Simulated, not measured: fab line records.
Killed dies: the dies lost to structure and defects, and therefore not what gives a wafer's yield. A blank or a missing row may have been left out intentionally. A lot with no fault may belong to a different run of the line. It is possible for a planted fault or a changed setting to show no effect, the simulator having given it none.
Chamber matching -- flow gf180mcu -- 4 sister chambers for GF_V5_ETCH_16 on rie diel-04
The step etches BARC in N2/H2. 8 wafers are shown with their chamber, then 9 later ones without.

== EACH WAFER AND ITS CHAMBER ==
wafer,chamber,drypump motor current A (A),rf fwd power W (W)
L083.4,3,6.4,492.5
L084.5,0,5.2,494.7
L086.1,0,5.2,494.1
L086.3,3,6.4,492.5
L087.5,2,6.0,497.6
L088.2,2,5.9,498.6
L088.4,1,6.5,495.2
L088.5,1,6.5,497.7

== WAFERS WHOSE CHAMBER IS MISSING ==
wafer,drypump motor current A (A),rf fwd power W (W)
L092.3,6.5,495.2
L092.5,6.4,493.6
L092.6,5.3,492.7
L096.1,6.5,495.4
L096.3,6.4,497.2
L096.5,6.5,498.6
L097.2,6.4,493.3
L097.3,6.5,495.8
L097.5,5.3,495.4

== CHAMBER TAKEN BY EACH ==
wafer,from the rows above,in truth
L092.3,1,1
L092.5,3,3
L092.6,0,0
L096.1,1,1
L096.3,can't be placed: 1 or 3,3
L096.5,1,1
L097.2,3,3
L097.3,1,1
L097.5,0,0
8 of 9 placed correctly. These rows do not allow placing 1 (true chamber among the candidates in 1). Placed wrongly: 0.
How it was worked out, from the rows above alone: a wafer's distance from a chamber is the root of the sum, over the readings, of the square of ((its reading less the chamber's mean) divided by the reading's scatter). If the next closest chamber is less than 2 further off than the closest, the wafer can't be placed; otherwise it belongs to the closest. A chamber's mean is the mean of its shown wafers. How the scatter is found: for the shown wafers, subtract from each reading the mean of its chamber, square and add these, divide the total by (wafers less chambers), then take the root.
